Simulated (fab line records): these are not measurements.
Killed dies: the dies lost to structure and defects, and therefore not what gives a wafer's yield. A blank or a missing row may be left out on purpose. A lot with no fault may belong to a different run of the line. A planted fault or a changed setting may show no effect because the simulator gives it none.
fab line records | flow gf180mcu | part 2 of 2: steps 27 to 35 of 35
[record] lots = 5 | wafers = 15 | last-day = 34
route steps=602 shown V4@481 MIM@503
lots with no fault: from the same line, run without faults
start-h: the number of hours between the record's first day and the start of the first shown wafer of the lot | wait-h: hours from the lot's prior step to this one | " as in the row above | L1.1+2: several wafers, shown together as one row | - no value, or no start given | * or withheld: withheld | < > ~ a bound
route shown NAME@n: NAME is a module with steps in the file, n the number in the route of the first one | usual: mean/standard deviation of fault-free wafers | same: alike in all rows | chamber/n: place in a boat | sites: the reading at each site | _std_site: standard deviation of those values | _edge_site: inner sites' mean taken away from outer sites' mean | radius-mm: how far each site lies from the wafer's centre | mask NAME#n: copy n | behind: the last tool/chamber to shape the wafer | hold: cause of the lot's hold/its duration in hours/its outcome | device: the n, p or np transistor that did not switch | end of line: tests of these same wafers at the route's end | where a step has no rows: the recipe by itself | killed: at the first sort, the dies lost to defects and structure; wafer yield is something else | map: a wafer's dies, x killed, . not, _ none there
set.NAME: the setting that was run; set.NAME@STEP: the one run at that earlier step | model.NAME: the simulator's own value behind a step, which no gauge read
lots seen at some steps along the route; tables by step, rows by wafer
services: a tool's chamber out of use, with start hour (start-h, from the record's first day; less than 0 if before it), hours out, and reason
[[steps]]
[step GF_MIM_SPUTTER_04]
[recipe] material = TiN | target-thk-nm = 50 | power-w = 6500 | time-s = 41.7 | chamber-pressure-pa = 0.4
[usual] chamber-pressure-pa = 0.4001/0.00083 | throttle-valve-pct = 30.6/0.98
lot.wafer | tool           | chamber | start-h | wait-h | chamber-pressure-pa | throttle-valve-pct
L076.2    | pvd-sputter-01 | -       | 579.07  | 0.0    | 0.3991              | 30.4
L076.3    | "              | -       | "       | "      | 0.3996              | 32.6
L076.4    | "              | -       | "       | "      | 0.3997              | 30.9
L084.1    | pvd-sputter-02 | -       | 650.63  | 0.0    | 0.3995              | 30.5
L084.2    | "              | -       | "       | "      | 0.4002              | 30.9
L084.4    | "              | -       | "       | "      | 0.4015              | 30.0
L086.2    | pvd-sputter-01 | -       | 663.67  | 0.0    | 0.3997              | 30.8
L086.3    | "              | -       | "       | "      | 0.3987              | 32.7
L086.4    | "              | -       | "       | "      | 0.4003              | 30.4
L090.1    | pvd-sputter-01 | -       | 696.59  | 0.0    | 0.3993              | 32.7
L090.2    | "              | -       | "       | "      | 0.4017              | 30.8
L090.4    | "              | -       | "       | "      | 0.4002              | 31.0
L095.1    | pvd-sputter-01 | -       | 721.84  | 0.0    | 0.3996              | 30.5
L095.3    | "              | -       | "       | "      | 0.4004              | 32.6
L095.4    | "              | -       | "       | "      | 0.3987              | 32.4
[step GF_MIM_CVD_05]
[recipe] material = Si3N4 | target-thk-nm = 42 | temp-max-c = 400 | temp-c = 385 | time-s = 29.086 | rf-w = 450
[usual] heater-power-w = 619/67
lot.wafer | tool     | chamber | start-h | wait-h | heater-power-w
L076.2    | pecvd-01 | 1       | 579.11  | 0.0    | 816
L076.3    | "        | 0       | "       | "      | 609
L076.4    | "        | 0       | "       | "      | 622
L084.1    | pecvd-01 | 1       | 650.67  | 0.0    | 688
L084.2    | "        | 0       | "       | "      | 556
L084.4    | "        | 2       | "       | "      | 570
L086.2    | pecvd-01 | 0       | 663.71  | 0.0    | 592
L086.3    | "        | 2       | "       | "      | 605
L086.4    | "        | 2       | "       | "      | 614
L090.1    | pecvd-03 | 0       | 696.63  | 0.0    | 638
L090.2    | "        | 2       | "       | "      | 542
L090.4    | "        | 1       | "       | "      | 531
L095.1    | pecvd-02 | 2       | 721.88  | 0.0    | 673
L095.3    | "        | 1       | "       | "      | 542
L095.4    | "        | 1       | "       | "      | 541
[step GF_MIM_THK_MEAS_06]
[recipe] reads = Si3N4_of_MIM_CVD_05
[usual] MIM_CVD_05_THK = 42.0/0.49
lot.wafer | tool          | chamber | start-h | wait-h | MIM_CVD_05_THK[nm]
L076.2    | film-metro-03 | -       | 579.15  | 0.0    | 42.0
L076.3    | "             | -       | "       | "      | 41.5
L076.4    | "             | -       | "       | "      | 42.5
L084.1    | film-metro-04 | -       | 650.70  | 0.0    | 41.9
L084.2    | "             | -       | "       | "      | 42.0
L084.4    | "             | -       | "       | "      | 42.5
L086.2    | film-metro-04 | -       | 663.76  | 0.0    | 41.8
L086.3    | "             | -       | "       | "      | 41.3
L086.4    | "             | -       | "       | "      | 41.8
L090.1    | film-metro-01 | -       | 696.67  | 0.0    | 41.3
L090.2    | "             | -       | "       | "      | 41.4
L090.4    | "             | -       | "       | "      | 41.8
L095.1    | film-metro-03 | -       | 721.91  | 0.0    | 41.6
L095.3    | "             | -       | "       | "      | 41.0
L095.4    | "             | -       | "       | "      | 42.0
[step GF_MIM_SPUTTER_07]
[recipe] material = TiN | target-thk-nm = 60 | power-w = 6500 | time-s = 50 | chamber-pressure-pa = 0.4
[usual] chamber-pressure-pa = 0.4000/0.00083 | throttle-valve-pct = 30.4/1
lot.wafer | tool           | chamber | start-h | wait-h | chamber-pressure-pa | throttle-valve-pct
L076.2    | pvd-sputter-02 | -       | 579.20  | 0.0    | 0.3996              | 29.0
L076.3    | "              | -       | "       | "      | 0.4001              | 30.4
L076.4    | "              | -       | "       | "      | 0.4013              | 30.9
L084.1    | pvd-sputter-03 | -       | 650.76  | 0.1    | 0.4004              | 29.3
L084.2    | "              | -       | "       | "      | 0.4005              | 30.9
L084.4    | "              | -       | "       | "      | 0.4009              | 29.4
L086.2    | pvd-sputter-02 | -       | 663.81  | 0.0    | 0.3996              | 31.2
L086.3    | "              | -       | "       | "      | 0.4000              | 30.5
L086.4    | "              | -       | "       | "      | 0.4006              | 29.9
L090.1    | pvd-sputter-02 | -       | 696.73  | 0.1    | 0.3999              | 30.1
L090.2    | "              | -       | "       | "      | 0.3995              | 31.0
L090.4    | "              | -       | "       | "      | 0.3995              | 30.3
L095.1    | pvd-sputter-02 | -       | 721.97  | 0.1    | 0.4008              | 30.4
L095.3    | "              | -       | "       | "      | 0.4000              | 31.0
L095.4    | "              | -       | "       | "      | 0.4006              | 29.8
[step GF_MIM_SPUTTER_08]
[recipe] material = AlCu | target-thk-nm = 200 | power-w = 10600 | time-s = 10.6 | chamber-pressure-pa = 0.4
[usual] chamber-pressure-pa = 0.4000/0.00074 | throttle-valve-pct = 30.4/0.99
lot.wafer | tool           | chamber | start-h | wait-h | chamber-pressure-pa | throttle-valve-pct
L076.2    | pvd-sputter-02 | -       | 579.24  | 0.0    | 0.3998              | 28.8
L076.3    | "              | -       | "       | "      | 0.4000              | 30.1
L076.4    | "              | -       | "       | "      | 0.3997              | 31.1
L084.1    | pvd-sputter-03 | -       | 650.81  | 0.0    | 0.3998              | 29.3
L084.2    | "              | -       | "       | "      | 0.4000              | 30.7
L084.4    | "              | -       | "       | "      | 0.4001              | 29.6
L086.2    | pvd-sputter-02 | -       | 663.85  | 0.0    | 0.4012              | 30.9
L086.3    | "              | -       | "       | "      | 0.4002              | 30.3
L086.4    | "              | -       | "       | "      | 0.4001              | 30.0
L090.1    | pvd-sputter-02 | -       | 696.77  | 0.0    | 0.4000              | 29.7
L090.2    | "              | -       | "       | "      | 0.3998              | 31.2
L090.4    | "              | -       | "       | "      | 0.3993              | 30.2
L095.1    | pvd-sputter-02 | -       | 722.02  | 0.0    | 0.3988              | 30.0
L095.3    | "              | -       | "       | "      | 0.3993              | 31.4
L095.4    | "              | -       | "       | "      | 0.4012              | 29.7
[step GF_MIM_SPUTTER_09]
[recipe] material = TiN | target-thk-nm = 35 | power-w = 6500 | time-s = 29.2 | chamber-pressure-pa = 0.4
[usual] chamber-pressure-pa = 0.4000/0.00084 | throttle-valve-pct = 30.4/0.98
lot.wafer | tool           | chamber | start-h | wait-h | chamber-pressure-pa | throttle-valve-pct
L076.2    | pvd-sputter-02 | -       | 579.27  | 0.0    | 0.4004              | 28.8
L076.3    | "              | -       | "       | "      | 0.3997              | 30.2
L076.4    | "              | -       | "       | "      | 0.3988              | 31.2
L084.1    | pvd-sputter-03 | -       | 650.83  | 0.0    | 0.4002              | 29.3
L084.2    | "              | -       | "       | "      | 0.4003              | 30.9
L084.4    | "              | -       | "       | "      | 0.4004              | 29.5
L086.2    | pvd-sputter-02 | -       | 663.87  | 0.0    | 0.4006              | 31.1
L086.3    | "              | -       | "       | "      | 0.3992              | 30.4
L086.4    | "              | -       | "       | "      | 0.4011              | 30.0
L090.1    | pvd-sputter-02 | -       | 696.79  | 0.0    | 0.3988              | 30.0
L090.2    | "              | -       | "       | "      | 0.4012              | 31.2
L090.4    | "              | -       | "       | "      | 0.4002              | 30.3
L095.1    | pvd-sputter-02 | -       | 722.04  | 0.0    | 0.4001              | 30.4
L095.3    | "              | -       | "       | "      | 0.4006              | 31.2
L095.4    | "              | -       | "       | "      | 0.3998              | 29.7
[step GF_MIM_RS_MEAS_10]
[recipe] thk-meas-gauge = four-point-probe | reads = TiN_of_MIM_SPUTTER_09+AlCu_of_MIM_SPUTTER_08+TiN_of_MIM_SPUTTER_07
[usual] MIM_ALCU_RS = 0.1605/0.0018
lot.wafer | tool          | chamber | start-h | wait-h | MIM_ALCU_RS[ohm/sq]
L076.2    | film-metro-03 | -       | 579.32  | 0.0    | 0.1591
L076.3    | "             | -       | "       | "      | 0.1608
L076.4    | "             | -       | "       | "      | 0.1587
L084.1    | film-metro-03 | -       | 650.86  | 0.0    | 0.1588
L084.2    | "             | -       | "       | "      | 0.1577
L084.4    | "             | -       | "       | "      | 0.1586
L086.2    | film-metro-03 | -       | 663.93  | 0.0    | 0.1623
L086.3    | "             | -       | "       | "      | 0.1639
L086.4    | "             | -       | "       | "      | 0.1617
L090.1    | film-metro-03 | -       | 696.83  | 0.0    | 0.1580
L090.2    | "             | -       | "       | "      | 0.1578
L090.4    | "             | -       | "       | "      | 0.1594
L095.1    | film-metro-01 | -       | 722.07  | 0.0    | 0.1631
L095.3    | "             | -       | "       | "      | 0.1619
L095.4    | "             | -       | "       | "      | 0.1614
[step GF_MIM_THK_MEAS_11]
[recipe] thk-meas-gauge = xrf | reads = AlCu_of_MIM_SPUTTER_08
[usual] MIM_ALCU_THK = 200.8/2.5
lot.wafer | tool          | chamber | start-h | wait-h | MIM_ALCU_THK[nm]
L076.2    | film-metro-03 | -       | 579.43  | 0.1    | 203.3
L076.3    | "             | -       | "       | "      | 201.6
L076.4    | "             | -       | "       | "      | 203.7
L084.1    | film-metro-03 | -       | 650.98  | 0.1    | 202.2
L084.2    | "             | -       | "       | "      | 203.7
L084.4    | "             | -       | "       | "      | 201.5
L086.2    | film-metro-03 | -       | 664.04  | 0.1    | 197.6
L086.3    | "             | -       | "       | "      | 196.0
L086.4    | "             | -       | "       | "      | 198.0
L090.1    | film-metro-03 | -       | 696.95  | 0.1    | 203.9
L090.2    | "             | -       | "       | "      | 204.6
L090.4    | "             | -       | "       | "      | 202.6
L095.1    | film-metro-01 | -       | 722.19  | 0.1    | 197.8
L095.3    | "             | -       | "       | "      | 199.0
L095.4    | "             | -       | "       | "      | 199.4
[step GF_MIM_DEHYDRATE_12]
[recipe] temp-c = 200 | time-s = 60
lot.wafer  | tool           | chamber | start-h | wait-h
L076.2+3+4 | litho-track-01 | 0       | 589.40  | 10.0
L084.1+2+4 | litho-track-03 | 0       | 659.69  | 8.7
L086.2+3+4 | litho-track-04 | 0       | 673.18  | 9.1
L090.1+2+4 | litho-track-01 | 0       | 705.38  | 8.4
L095.1+3+4 | litho-track-01 | 0       | 730.13  | 7.9
[[services]]
tool            | chamber | start-h | hours | kind
pvd-sputter-03  | -       | 546.01  | 3.2   | repair
plasma-asher-04 | -       | 562.44  | 2.8   | pm
cmp-01          | -       | 572.17  | 4.0   | pm
pvd-sputter-03  | -       | 574.42  | 1.6   | repair
wet-bench-03    | -       | 585.66  | 1.5   | repair
krf-scanner-01  | -       | 588.03  | 1.3   | pm
pvd-sputter-03  | -       | 594.66  | 24.6  | repair
rie-diel-03     | 3       | 604.09  | 9.3   | repair
cmp-01          | -       | 608.52  | 1.7   | repair
krf-scanner-01  | -       | 610.15  | 0.5   | repair
krf-scanner-01  | -       | 616.20  | 0.3   | repair
cmp-01          | -       | 622.43  | 6.0   | repair
pvd-sputter-02  | -       | 647.36  | 2.6   | repair
cmp-01          | -       | 654.13  | 6.1   | pm
rie-diel-03     | 0       | 664.86  | 7.5   | repair
rie-diel-03     | 2       | 665.52  | 1.5   | repair
rie-diel-03     | -       | 665.53  | 2.8   | pm
pecvd-01        | -       | 674.22  | 28.1  | pm
krf-scanner-01  | -       | 675.22  | 0.8   | pm
rie-diel-03     | -       | 677.72  | 2.0   | repair
krf-scanner-01  | -       | 709.72  | 1.0   | pm
rie-diel-03     | 2       | 722.79  | 1.2   | repair
krf-scanner-01  | -       | 724.01  | 4.0   | pm
cvd-w-02        | -       | 725.51  | 2.8   | pm
